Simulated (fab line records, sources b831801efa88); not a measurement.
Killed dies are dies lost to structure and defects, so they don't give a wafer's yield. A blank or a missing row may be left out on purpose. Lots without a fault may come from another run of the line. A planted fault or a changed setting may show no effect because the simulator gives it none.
fab line records | flow sky130
record lots=5 wafers=15 last_day=50
route steps=708 shown CAPM@547 METAL3@555 VIA3@573
lots that met no fault: from a run of the same line without faults
start_h: hours from the record's first day to the start of the lot's first wafer shown | wait_h: hours since the lot's step before | " the same as in the row above | L1.1+2: a row that stands for several wafers | - no value, or no start given | * or withheld: withheld | < > ~ a bound
route shown NAME@n: a module of which the file shows steps, and the number in the route of the first | usual: mean/standard deviation of fault-free wafers | same: alike in all rows | chamber/n: place in a boat | sites: the reading at each site | _std_site: their standard deviation | _edge_site: outer sites' mean less inner sites' | radius_mm: how far each site lies from the wafer's centre | mask NAME#n: copy n | behind: the tool/chamber that last shaped the wafer | hold: why the lot was held/for how many hours/how that ended | device: the transistor (n, p or np) that didn't switch | end of line: the same wafers' tests at the end of the route | a step without rows: its recipe alone | killed: dies lost to structure and defects at the first sort, not the wafer's yield | map: a wafer's dies, x killed, . not, _ none there
set.NAME: the setting as run; set.NAME@STEP: as run at that earlier step | model.NAME: the simulator's own value behind a step, which no gauge read
lots at some steps of the route; a table a step, a row a wafer
services: from which hour (start_h, from the record's first day; less than 0 if before it) a tool's chamber was out of use, for how many hours, and why
## steps
# step SKY_CAPM_PEB_10
# recipe temp_c=withheld time_s=* resist=NOVOLAK
# same time_s=*
# columns lot.wafer tool chamber start_h wait_h
L076.1+2+6 litho_track-02 0 - -
L077.2+3+5 litho_track-01 0 - -
L081.3+4+6 litho_track-01 0 - -
L086.3+4+6 litho_track-04 0 - -
L088.1+5+6 litho_track-04 0 - -
# step SKY_CAPM_DEVELOP_11
# recipe resist=NOVOLAK developer=TMAH develop_time_s=60 dev_temp_c=23
# columns lot.wafer tool chamber start_h wait_h
L076.1+2+6 litho_track-02 0 920.95 0.1
L077.2+3+5 litho_track-01 0 931.07 0.1
L081.3+4+6 litho_track-01 0 961.75 0.1
L086.3+4+6 litho_track-04 0 1002.53 0.1
L088.1+5+6 litho_track-04 0 1022.33 0.1
# step SKY_CAPM_OVL_MEAS_12
# usual CAPM_OVL=0.2/1.6
# columns lot.wafer tool chamber start_h wait_h CAPM_OVL[nm]
L076.1 overlay-02 - 921.10 0.1 -1.7
L076.2 " - " " -3.4
L076.6 " - " " -0.2
L077.2 overlay-01 - 931.20 0.1 -0.1
L077.3 " - " " 0.4
L077.5 " - " " -0.5
L081.3 overlay-02 - 961.86 0.1 1.7
L081.4 " - " " 0.8
L081.6 " - " " 1.8
L086.3 overlay-01 - 1002.64 0.1 1.2
L086.4 " - " " 0.1
L086.6 " - " " -0.3
L088.1 overlay-01 - 1022.48 0.1 0.5
L088.5 " - " " 0.3
L088.6 " - " " 0.4
# step SKY_CAPM_METAL_ETCH_13
# recipe target_depth_nm=220 stop_on=SiO2 chemistry=Cl2/BCl3 target=TiN pressure_mtorr=10 icp_w=900 bias_w=48.5 Cl2_flow_sccm=60 bcl3_flow_sccm=30 time_s=62.9
# usual drypump_motor_current_A=5.6/0.31 oes_product_au=0.943/0.0094 rf_fwd_power_W=892/3.5 throttle_valve_pct=21.899/0.01
# same time_s=62.9
# columns lot.wafer tool chamber start_h wait_h drypump_motor_current_A oes_product_au rf_fwd_power_W rf_hours_counter_h throttle_valve_pct
L076.1 rie_metal-02 1 921.14 0.0 5.6 0.959 891 7 21.894
L076.2 " 0 " " 6.1 0.947 895 1 21.900
L076.6 " 1 " " 5.6 0.955 890 - 21.901
L077.2 rie_metal-01 0 931.23 0.0 6.2 0.960 894 0 21.900
L077.3 " 1 " " 5.4 0.965 887 - 21.893
L077.5 " 0 " " 6.2 0.954 893 - 21.907
L081.3 rie_metal-02 0 961.91 0.0 6.1 0.948 890 - 21.914
L081.4 " 1 " " 5.6 0.938 895 - 21.887
L081.6 " 1 " " 5.6 0.954 895 - 21.884
L086.3 rie_metal-02 1 1002.69 0.0 5.6 0.945 890 - 21.922
L086.4 " 0 " " 6.1 0.940 894 - 21.893
L086.6 " 1 " " 5.6 0.951 892 - 21.875
L088.1 rie_metal-01 1 1022.52 0.0 5.3 0.953 890 20 21.910
L088.5 " 1 " " 5.3 0.942 887 - 21.894
L088.6 " 1 " " 5.3 0.941 888 - 21.908
# step SKY_CAPM_STRIP_14
# recipe chemistry=O2/N2 power_w=1400 pressure_mtorr=1500 platen_temp_c=withheld o2_flow_sccm=3000 n2_flow_sccm=300 overash_fraction=0.5
# usual drypump_motor_current_A=5.7/0.66 oes_product_au=0.710/0.0048 strip_time_to_endpoint_s=12.65/0.046
# columns lot.wafer tool chamber start_h wait_h drypump_motor_current_A oes_product_au rf_hours_counter_h strip_time_to_endpoint_s
L076.1 plasma_asher-03 0 921.21 0.1 5.6 0.705 79 12.69
L076.2 " 1 " " 6.2 0.708 79 12.67
L076.6 " 1 " " 6.2 0.709 - 12.67
L077.2 plasma_asher-02 0 931.31 0.1 6.2 0.710 9 12.77
L077.3 " 0 " " 6.2 0.718 - 12.76
L077.5 " 0 " " 6.2 0.707 - 12.74
L081.3 plasma_asher-04 0 961.99 0.1 5.9 0.712 - 12.62
L081.4 " 1 " " 6.5 0.719 - 12.68
L081.6 " 1 " " 6.5 0.713 - 12.58
L086.3 plasma_asher-02 0 1002.78 0.1 6.2 0.711 - 12.61
L086.4 " 1 " " 4.7 0.710 - 12.61
L086.6 " 1 " " 4.7 0.709 - 12.66
L088.1 plasma_asher-02 1 1022.67 0.1 4.7 0.713 17 12.60
L088.5 " 0 " " 6.2 0.713 - 12.60
L088.6 " 1 " " 4.7 0.718 - 12.56
# step SKY_CAPM_STRIP_15
# recipe chemistry=post_etch_residue_remover time_s=1200 temp_c=72.5
# same time_s=1200
# columns lot.wafer tool chamber start_h wait_h
L076.1+2+6 wet_bench-01 1 921.31 0.1
L077.2+3+5 wet_bench-04 2 931.41 0.1
L081.3+4+6 wet_bench-02 0 962.09 0.1
L086.3+4+6 wet_bench-01 0 1002.85 0.0
L088.1+5+6 wet_bench-01 1 1022.77 0.1
# step SKY_CAPM_CLEAN_16
# recipe chemistry=IPA time_s=180 temp_c=25
# same time_s=180
# columns lot.wafer tool chamber start_h wait_h
L076.1+2+6 wet_bench-02 3 921.66 0.0
L077.2+3+5 wet_bench-01 3 931.75 0.0
L081.3+4+6 wet_bench-04 1 962.44 0.0
L086.3+4+6 wet_bench-04 0 1003.19 0.0
L088.1+5+6 wet_bench-04 1 1023.18 0.1
# step SKY_CAPM_CLEAN_17
# recipe chemistry=O3/DIW dry=n2_spin
# columns lot.wafer tool chamber start_h wait_h
L076.1+2+6 wet_bench-04 3 921.71 0.0
L077.2+3+5 wet_bench-02 0 931.81 0.0
L081.3+4+6 wet_bench-02 3 962.49 0.0
L086.3+4+6 wet_bench-01 3 1003.25 0.0
L088.1+5+6 wet_bench-04 0 1023.23 0.0
# step SKY_METAL3_DEHYDRATE_05
# recipe temp_c=200 time_s=60
# usual heater_power_total_W=160.38/0.13
# same time_s=60
# columns lot.wafer tool chamber start_h wait_h heater_power_total_W
L076.1 litho_track-02 0 933.60 11.8 160.24
L076.2 " 0 " " 160.35
L076.6 " 0 " " 160.58
L077.2 litho_track-02 0 943.68 11.8 160.48
L077.3 " 0 " " 160.30
L077.5 " 0 " " 160.36
L081.3 litho_track-03 0 973.86 11.3 160.25
L081.4 " 0 " " 160.20
L081.6 " 0 " " 160.37
L086.3 litho_track-04 0 1014.93 11.6 160.23
L086.4 " 0 " " 160.32
L086.6 " 0 " " 160.31
L088.1 litho_track-03 0 1033.91 10.6 160.37
L088.5 " 0 " " 160.29
L088.6 " 0 " " 160.62
# step SKY_METAL3_HMDS_06
# recipe prime_time_s=60 prime_temp_c=120
# columns lot.wafer tool chamber start_h wait_h
L076.1+2+6 litho_track-02 0 933.75 0.1
L077.2+3+5 litho_track-02 0 943.83 0.1
L081.3+4+6 litho_track-03 0 974.01 0.1
L086.3+4+6 litho_track-04 0 1015.08 0.1
L088.1+5+6 litho_track-03 0 1034.06 0.1
# step SKY_METAL3_COAT_07
# recipe resist=BARC temp_c=withheld time_s=withheld spin_rpm=3000 resist_thk_nm=60
# columns lot.wafer tool chamber start_h wait_h
L076.1+2+6 litho_track-02 0 933.90 0.1
L077.2+3+5 litho_track-02 0 943.98 0.1
L081.3+4+6 litho_track-03 0 974.16 0.1
L086.3+4+6 litho_track-04 0 1015.23 0.1
L088.1+5+6 litho_track-03 0 1034.21 0.1
# step SKY_METAL3_COAT_08
# recipe resist=KrF-thick spin_rpm=3000 resist_thk_nm=1140
# columns lot.wafer tool chamber start_h wait_h
L076.1+2+6 litho_track-02 0 - -
L077.2+3+5 litho_track-02 0 - -
L081.3+4+6 litho_track-03 0 - -
L086.3+4+6 litho_track-04 0 - -
L088.1+5+6 litho_track-03 0 - -
# step SKY_METAL3_SOFTBAKE_09
# recipe temp_c=100 time_s=90 resist=KrF-thick
# usual heater_power_total_W=57.36/0.12
# same time_s=90
# columns lot.wafer tool chamber start_h wait_h heater_power_total_W
L076.1 litho_track-02 0 - - 57.26
L076.2 " 0 " " 57.25
L076.6 " 0 " " 57.28
L077.2 litho_track-02 0 - - 57.45
L077.3 " 0 " " 57.26
L077.5 " 0 " " 57.27
L081.3 litho_track-03 0 - - 57.28
L081.4 " 0 " " 57.55
L081.6 " 0 " " 57.24
L086.3 litho_track-04 0 - - 57.61
L086.4 " 0 " " 57.19
L086.6 " 0 " " 57.39
L088.1 litho_track-03 0 - - 57.53
L088.5 " 0 " " 57.44
L088.6 " 0 " " 57.50
# step SKY_METAL3_EXPOSE_10
# recipe mask_id=MM3 na=0.68 source_shape=annular sigma_inner=0.4 sigma_outer=0.8 target_cd_nm=300 dose_mj=28
# columns lot.wafer tool chamber start_h wait_h mask
L076.1+2+6 krf_scanner-02 0 - - MM3#0
L077.2+3+5 krf_scanner-01 0 - - MM3#0
L081.3+4+6 krf_scanner-02 0 - - MM3#0
L086.3+4+6 krf_scanner-01 0 - - MM3#0
L088.1+5+6 krf_scanner-02 0 - - MM3#0
# step SKY_METAL3_PEB_11
# recipe peb_temp_c=withheld peb_time_s=withheld resist=KrF-thick
# columns lot.wafer tool chamber start_h wait_h
L076.1+2+6 litho_track-03 0 - -
L077.2+3+5 litho_track-03 0 - -
L081.3+4+6 litho_track-03 0 - -
L086.3+4+6 litho_track-04 0 - -
L088.1+5+6 litho_track-04 0 - -
# step SKY_METAL3_DEVELOP_12
# recipe develop_time_s=60 resist=KrF-thick dev_temp_c=21
# columns lot.wafer tool chamber start_h wait_h
L076.1+2+6 litho_track-03 0 - -
L077.2+3+5 litho_track-03 0 - -
L081.3+4+6 litho_track-03 0 - -
L086.3+4+6 litho_track-04 0 - -
L088.1+5+6 litho_track-04 0 - -
# step SKY_METAL3_CD_MEAS_13
# recipe target_cd_nm=300
# usual cd_nm=299.2/1.4
# columns lot.wafer tool chamber start_h wait_h cd_nm
L076.1 cd_sem-01 - 946.16 - 296.7
L076.2 " - " " 297.7
L076.6 " - " " 296.2
L077.2 cd_sem-01 - 956.43 - 297.1
L077.3 " - " " 296.8
L077.5 " - " " 295.7
L081.3 cd_sem-01 - 987.16 - 298.8
L081.4 " - " " 299.3
L081.6 " - " " 299.8
L086.3 cd_sem-01 - 1026.07 - 300.4
L086.4 " - " " 298.4
L086.6 " - " " 300.1
L088.1 cd_sem-01 - 1045.68 - 300.5
L088.5 " - " " 301.3
L088.6 " - " " 300.5
# step SKY_METAL3_OVL_MEAS_14
# usual METAL3_OVL=4/5.1
# columns lot.wafer tool chamber start_h wait_h METAL3_OVL[nm]
L076.1 overlay-01 - 946.28 0.1 10
L076.2 " - " " 3
L076.6 " - " " -7
L077.2 overlay-01 - 956.54 0.1 -7
L077.3 " - " " -1
L077.5 " - " " 1
L081.3 overlay-02 - 987.26 0.1 -6
L081.4 " - " " -2
L081.6 " - " " 8
L086.3 overlay-02 - 1026.16 0.1 12
L086.4 " - " " 7
L086.6 " - " " 8
L088.1 overlay-02 - 1045.80 0.1 8
L088.5 " - " " 8
L088.6 " - " " 8
# step SKY_METAL3_DESCUM_15
# recipe chemistry=O2 source_power_w=150 bias_power_w=0 pressure_mtorr=10 temp_c=40 time_s=8
# usual drypump_motor_current_A=5.6/0.36 oes_product_au=1.002/0.0066 rf_fwd_power_W=146.9/0.85
# same time_s=8
# columns lot.wafer tool chamber start_h wait_h drypump_motor_current_A oes_product_au rf_fwd_power_W rf_hours_counter_h
L076.1 rie_metal-03 1 946.32 0.0 4.6 1.009 145.7 16
L076.2 " 0 " " 5.8 0.995 147.4 19
L076.6 " 0 " " 5.9 0.998 147.3 -
L077.2 rie_metal-02 0 956.57 0.0 6.1 1.005 145.7 2
L077.3 " 1 " " 5.6 1.005 147.5 -
L077.5 " 0 " " 6.1 0.998 145.6 -
L081.3 rie_metal-03 0 987.30 0.0 5.8 0.992 147.8 -
L081.4 " 0 " " 5.8 0.995 147.1 -
L081.6 " 0 " " 5.8 0.999 147.4 -
L086.3 rie_metal-04 1 1026.21 0.0 5.5 1.003 146.7 -
L086.4 " 1 " " 5.5 0.999 148.2 -
L086.6 " 1 " " 5.5 0.996 146.9 -
L088.1 rie_metal-02 1 1045.84 0.0 5.6 1.003 147.5 15
L088.5 " 1 " " 5.6 1.012 148.6 -
L088.6 " 0 " " 6.1 0.997 146.3 -
# step SKY_METAL3_ETCH_16
# recipe chemistry=N2/H2 target=BARC ion_energy_ev=200 bias_w=100 pressure_mtorr=30 n2_flow_sccm=100 h2_flow_sccm=200 icp_w=500 stop_on=SiO2 time_s=88.2 target_depth_a=600
# usual drypump_motor_current_A=5.6/0.37 oes_product_au=0.626/0.0045 rf_fwd_power_W=496.8/1.6 throttle_valve_pct=13.207/0.0085
# same time_s=88.2
# columns lot.wafer tool chamber start_h wait_h drypump_motor_current_A oes_product_au rf_fwd_power_W rf_hours_counter_h throttle_valve_pct
L076.1 rie_metal-03 1 946.35 0.0 4.7 0.622 494.5 16 13.207
L076.2 " 0 " " 5.8 0.627 497.6 19 13.218
L076.6 " 0 " " 5.8 0.624 496.8 - 13.213
L077.2 rie_metal-02 0 956.60 0.0 6.2 0.621 497.0 2 13.201
L077.3 " 1 " " 5.6 0.626 495.7 - 13.204
L077.5 " 0 " " 6.2 0.625 498.0 - 13.205
L081.3 rie_metal-03 0 987.41 0.1 5.8 0.623 496.7 - 13.204
L081.4 " 0 " " 5.8 0.625 496.7 - 13.206
L081.6 " 0 " " 5.8 0.630 496.8 - 13.208
L086.3 rie_metal-04 1 1026.32 0.1 5.5 0.627 498.0 - 13.221
L086.4 " 1 " " 5.5 0.617 496.0 - 13.191
L086.6 " 1 " " 5.5 0.617 496.7 - 13.213
L088.1 rie_metal-02 1 1045.87 0.0 5.6 0.622 495.4 15 13.202
L088.5 " 1 " " 5.6 0.631 495.6 - 13.209
L088.6 " 0 " " 6.1 0.624 495.1 - 13.213
# step SKY_METAL3_ETCH_17
# recipe target=SiO2 stop_on=TiN chemistry=C4F8/O2/Ar source_w=1500 bias_w=1200 pressure_mtorr=40 c4f8_flow_sccm=withheld O2_flow_sccm=6 Ar_flow_sccm=300 time_s=3.9 target_depth_a=150
# usual oes_product_au=0.756/0.0073 rf_fwd_power_W=1470/6.9
# same time_s=3.9
# columns lot.wafer tool chamber start_h wait_h oes_product_au rf_fwd_power_W rf_hours_counter_h
L076.1 rie_diel-03 3 946.45 0.1 0.747 1474 15
L076.2 " 1 " " 0.744 1465 14
L076.6 " 0 " " 0.762 1465 -
L077.2 rie_diel-02 3 956.70 0.1 0.759 1460 13
L077.3 " 0 " " 0.756 1469 14
L077.5 " 0 " " 0.752 1466 -
L081.3 rie_diel-02 1 987.54 0.1 0.746 1473 6
L081.4 " 0 " " 0.756 1466 15
L081.6 " 1 " " 0.759 1464 -
L086.3 rie_diel-03 0 1026.45 0.1 0.760 1472 20
L086.4 " 1 " " 0.747 1462 16
L086.6 " 3 " " 0.764 1467 -
L088.1 rie_diel-03 3 1045.97 0.1 0.739 1470 19
L088.5 " 2 " " 0.761 1467 -
L088.6 " 3 " " 0.753 1469 -
# step SKY_METAL3_METAL_ETCH_18
# recipe target_depth_a=8450 stop_on=SiO2 over_etch_frac=0.3 time_s=183.1 chemistry=Cl2/BCl3 resist_sidewall_deg=88 pressure_mtorr=10 icp_w=900 bias_w=48.5 Cl2_flow_sccm=60 bcl3_flow_sccm=30
# usual drypump_motor_current_A=5.5/0.48 oes_product_au=0.863/0.0062 rf_fwd_power_W=896/3.1 throttle_valve_pct=22.266/0.0094
# same over_etch_frac=0.3 time_s=183.1
# columns lot.wafer tool chamber start_h wait_h drypump_motor_current_A oes_product_au rf_fwd_power_W rf_hours_counter_h throttle_valve_pct
L076.1 rie_metal-02 0 946.47 0.0 6.1 0.863 895 1 22.268
L076.2 " 1 " " 5.6 0.864 897 9 22.262
L076.6 " 0 " " 6.1 0.861 894 - 22.259
L077.2 rie_metal-03 0 956.72 0.0 5.8 0.866 897 19 22.271
L077.3 " 1 " " 4.6 0.865 902 - 22.280
L077.5 " 1 " " 4.6 0.865 902 - 22.253
L081.3 rie_metal-04 0 987.62 0.1 5.4 0.857 895 - 22.275
L081.4 " 1 " " 5.5 0.858 893 - 22.290
L081.6 " 1 " " 5.5 0.861 891 - 22.272
L086.3 rie_metal-03 1 1026.63 0.2 4.6 0.866 893 - 22.260
L086.4 " 1 " " 4.6 0.862 899 - 22.271
L086.6 " 1 " " 4.6 0.865 897 - 22.273
L088.1 rie_metal-04 1 1045.99 0.0 5.5 0.853 898 20 22.266
L088.5 " 1 " " 5.5 0.853 896 - 22.265
L088.6 " 0 " " 5.3 0.856 898 - 22.278
# step SKY_METAL3_STRIP_19
# recipe chemistry=O2/N2 power_w=1400 pressure_mtorr=1500 platen_temp_c=withheld o2_flow_sccm=3000 n2_flow_sccm=300 overash_fraction=0.5
# usual drypump_motor_current_A=5.7/0.55 oes_product_au=0.501/0.0052 strip_time_to_endpoint_s=6.52/0.057
# columns lot.wafer tool chamber start_h wait_h drypump_motor_current_A oes_product_au rf_hours_counter_h strip_time_to_endpoint_s
L076.1 plasma_asher-01 0 946.65 0.1 5.4 0.509 55 6.54
L076.2 " 1 " " 6.2 0.502 55 6.54
L076.6 " 0 " " 5.4 0.500 - 6.55
L077.2 plasma_asher-02 1 956.90 0.1 4.7 0.506 12 6.62
L077.3 " 1 " " 4.7 0.492 - 6.46
L077.5 " 0 " " 6.2 0.501 - 6.51
L081.3 plasma_asher-03 1 987.77 0.1 6.3 0.504 - 6.62
L081.4 " 0 " " 5.6 0.496 - 6.58
L081.6 " 0 " " 5.6 0.499 - 6.59
L086.3 plasma_asher-03 1 1026.97 0.3 6.2 0.495 - 6.40
L086.4 " 0 " " 5.6 0.507 - 6.43
L086.6 " 0 " " 5.6 0.498 - 6.47
L088.1 plasma_asher-03 0 1046.17 0.1 5.6 0.491 92 6.46
L088.5 " 1 " " 6.3 0.506 - 6.54
L088.6 " 0 " " 5.6 0.487 - 6.56
# step SKY_METAL3_STRIP_20
# recipe chemistry=post_etch_residue_remover time_s=1200 temp_c=72.5
# same time_s=1200
# columns lot.wafer tool chamber start_h wait_h
L076.1+2+6 wet_bench-01 3 946.75 0.1
L077.2+3+5 wet_bench-01 3 957.00 0.1
L081.3+4+6 wet_bench-02 3 987.84 0.0
L086.3+4+6 wet_bench-02 0 1027.04 0.0
L088.1+5+6 wet_bench-03 1 1046.27 0.1
# step SKY_METAL3_CLEAN_21
# recipe chemistry=IPA time_s=180 temp_c=25
# same time_s=180
# columns lot.wafer tool chamber start_h wait_h
L076.1+2+6 wet_bench-03 1 947.09 0.0
L077.2+3+5 wet_bench-02 0 957.34 0.0
L081.3+4+6 wet_bench-01 3 988.18 0.0
L086.3+4+6 wet_bench-01 3 1027.41 0.0
L088.1+5+6 wet_bench-01 0 1046.61 0.0
# step SKY_METAL3_CLEAN_22
# recipe chemistry=O3/DIW dry=n2_spin
# columns lot.wafer tool chamber start_h wait_h
L076.1+2+6 wet_bench-02 0 947.15 0.0
L077.2+3+5 wet_bench-03 3 957.40 0.0
L081.3+4+6 wet_bench-02 1 988.24 0.0
L086.3+4+6 wet_bench-02 1 1027.47 0.0
L088.1+5+6 wet_bench-02 0 1046.67 0.0
# step SKY_VIA3_HDPCVD_00
# recipe material=SiO2 target_thk_nm=1635 sigma_open_frac=0.3 time_s=272.5 temp_c=400 sih4_flow_sccm=60 pressure_mtorr=6
# same time_s=272.5
# columns lot.wafer tool chamber start_h wait_h
L076.1+2+6 hdpcvd-01 2,1,1 947.24 0.0
L077.2+3+5 hdpcvd-02 2,1,1 957.49 0.0
L081.3+4+6 hdpcvd-02 0,1,0 988.33 0.0
L086.3+4+6 hdpcvd-01 0,0,1 1027.57 0.0
L088.1+5+6 hdpcvd-01 2,1,0 1046.77 0.0
# step SKY_VIA3_THK_MEAS_01
# recipe reads=SiO2_of_VIA3_HDPCVD_00
# usual VIA3_HDPCVD_THK=1636/12
# columns lot.wafer tool chamber start_h wait_h VIA3_HDPCVD_THK[nm]
L076.1 film_metro-01 - 947.41 0.1 1647
L076.2 " - " " 1659
L076.6 " - " " 1649
L077.2 film_metro-01 - 957.67 0.1 1640
L077.3 " - " " 1633
L077.5 " - " " 1641
L081.3 film_metro-01 - 988.52 0.1 1638
L081.4 " - " " 1645
L081.6 " - " " 1648
L086.3 film_metro-01 - 1027.76 0.1 1604
L086.4 " - " " 1632
L086.6 " - " " 1637
L088.1 film_metro-01 - 1046.94 0.1 1643
L088.5 " - " " 1642
L088.6 " - " " 1622
# step SKY_VIA3_CMP_02
# recipe material=SiO2 down_force_psi=4 platen_rpm=60 pad_velocity_m_s=0.94248
# usual motor_current_A=12.4/1.4
# columns lot.wafer tool chamber start_h wait_h motor_current_A
L076.2 cmp-02 1 947.52 0.1 14.5
L076.1 " 3 " " 15.0
L076.6 " 0 " " 10.7
L077.2 cmp-01 0 957.77 0.1 10.9
L077.3 " 2 " " 11.8
L077.5 " 3 " " 11.3
L081.3 cmp-02 2 988.61 0.1 12.0
L081.4 " 3 " " 14.2
L081.6 " 1 " " 14.3
L086.3 cmp-02 1 1027.96 0.2 14.1
L086.4 " 2 " " 11.8
L086.6 " 1 " " 14.1
L088.1 cmp-02 3 1047.00 0.1 15.0
L088.5 " 3 " " 14.8
L088.6 " 0 " " 11.6
# step SKY_VIA3_BOW_MEAS_03
# recipe mode=bow
# usual VIA3_BOW=80/7.9
# columns lot.wafer tool chamber start_h wait_h VIA3_BOW[um]
L076.1 film_metro-01 - 947.77 0.1 77
L076.2 " - " " 86
L076.6 " - " " 79
L077.2 film_metro-02 - 958.04 0.2 89
L077.3 " - " " 83
L077.5 " - " " 81
L081.3 film_metro-03 - 988.90 0.2 87
L081.4 " - " " 87
L081.6 " - " " 85
L086.3 film_metro-02 - 1028.30 0.3 75
L086.4 " - " " 72
L086.6 " - " " 81
L088.1 film_metro-01 - 1047.30 0.2 87
L088.5 " - " " 81
L088.6 " - " " 83
# step SKY_VIA3_DEHYDRATE_04
# recipe temp_c=200 time_s=60
# usual heater_power_total_W=160.37/0.13
# same time_s=60
# columns lot.wafer tool chamber start_h wait_h heater_power_total_W
L076.1 litho_track-03 0 960.11 12.3 160.39
L076.2 " 0 " " 160.25
L076.6 " 0 " " 160.26
L077.2 litho_track-01 0 970.22 12.2 160.23
L077.3 " 0 " " 160.40
L077.5 " 0 " " 160.37
L081.3 litho_track-04 0 1000.58 11.7 160.15
L081.4 " 0 " " 160.18
L081.6 " 0 " " 160.45
L086.3 litho_track-03 0 1039.71 11.4 160.52
L086.4 " 0 " " 160.32
L086.6 " 0 " " 160.41
L088.1 litho_track-04 0 1058.23 10.9 160.49
L088.5 " 0 " " 160.40
L088.6 " 0 " " 160.33
# step SKY_VIA3_HMDS_05
# recipe prime_time_s=60 prime_temp_c=120
# columns lot.wafer tool chamber start_h wait_h
L076.1+2+6 litho_track-03 0 960.26 0.1
L077.2+3+5 litho_track-01 0 970.37 0.1
L081.3+4+6 litho_track-04 0 1000.73 0.1
L086.3+4+6 litho_track-03 0 1039.86 0.1
L088.1+5+6 litho_track-04 0 1058.38 0.1
# step SKY_VIA3_COAT_06
# recipe resist=BARC temp_c=withheld time_s=withheld spin_rpm=3000 resist_thk_nm=60
# columns lot.wafer tool chamber start_h wait_h
L076.1+2+6 litho_track-03 0 960.41 0.1
L077.2+3+5 litho_track-01 0 970.52 0.1
L081.3+4+6 litho_track-04 0 1000.88 0.1
L086.3+4+6 litho_track-03 0 1040.01 0.1
L088.1+5+6 litho_track-04 0 1058.53 0.1
# step SKY_VIA3_COAT_07
# recipe resist=KrF-thick spin_rpm=3000 resist_thk_nm=450
# columns lot.wafer tool chamber start_h wait_h
L076.1+2+6 litho_track-03 0 - -
L077.2+3+5 litho_track-01 0 - -
L081.3+4+6 litho_track-04 0 - -
L086.3+4+6 litho_track-03 0 - -
L088.1+5+6 litho_track-04 0 - -
# step SKY_VIA3_SOFTBAKE_08
# recipe temp_c=100 time_s=90 resist=KrF-thick
# usual heater_power_total_W=57.37/0.11
# same time_s=90
# columns lot.wafer tool chamber start_h wait_h heater_power_total_W
L076.1 litho_track-03 0 - - 57.44
L076.2 " 0 " " 57.46
L076.6 " 0 " " 57.46
L077.2 litho_track-01 0 - - 57.46
L077.3 " 0 " " 57.41
L077.5 " 0 " " 57.61
L081.3 litho_track-04 0 - - 57.22
L081.4 " 0 " " 57.47
L081.6 " 0 " " 57.25
L086.3 litho_track-03 0 - - 57.39
L086.4 " 0 " " 57.51
L086.6 " 0 " " 57.48
L088.1 litho_track-04 0 - - 57.15
L088.5 " 0 " " 57.45
L088.6 " 0 " " 57.22
## services
# columns tool chamber start_h hours kind
rie_metal-01 - 905.16 0.8 repair
cmp-02 - 907.53 3.5 repair
krf_scanner-02 - 909.14 1.3 pm
plasma_asher-02 - 917.56 2.8 pm
rie_metal-02 0 925.63 8.6 repair
krf_scanner-01 - 933.86 0.8 pm
krf_scanner-01 - 942.19 0.8 repair
hdpcvd-01 - 950.25 15.0 pm
cmp-02 - 950.58 5.5 pm
plasma_asher-03 - 967.43 0.3 repair
krf_scanner-02 - 969.46 0.3 repair
hdpcvd-01 1 973.76 6.7 repair
rie_metal-03 1 979.39 12.3 repair
hdpcvd-01 0 997.66 5.3 repair
krf_scanner-02 - 1004.27 0.8 pm
plasma_asher-02 - 1006.25 8.9 pm
rie_metal-04 0 1008.53 18.8 repair
krf_scanner-02 - 1015.52 1.0 pm
krf_scanner-02 - 1023.66 3.6 pm
plasma_asher-02 - 1040.53 3.1 repair
rie_diel-03 0 1044.90 5.0 repair
rie_diel-03 - 1052.01 2.8 pm
rie_metal-02 0 1052.98 8.8 repair
rie_metal-03 - 1053.67 0.7 repair
## key
fault none
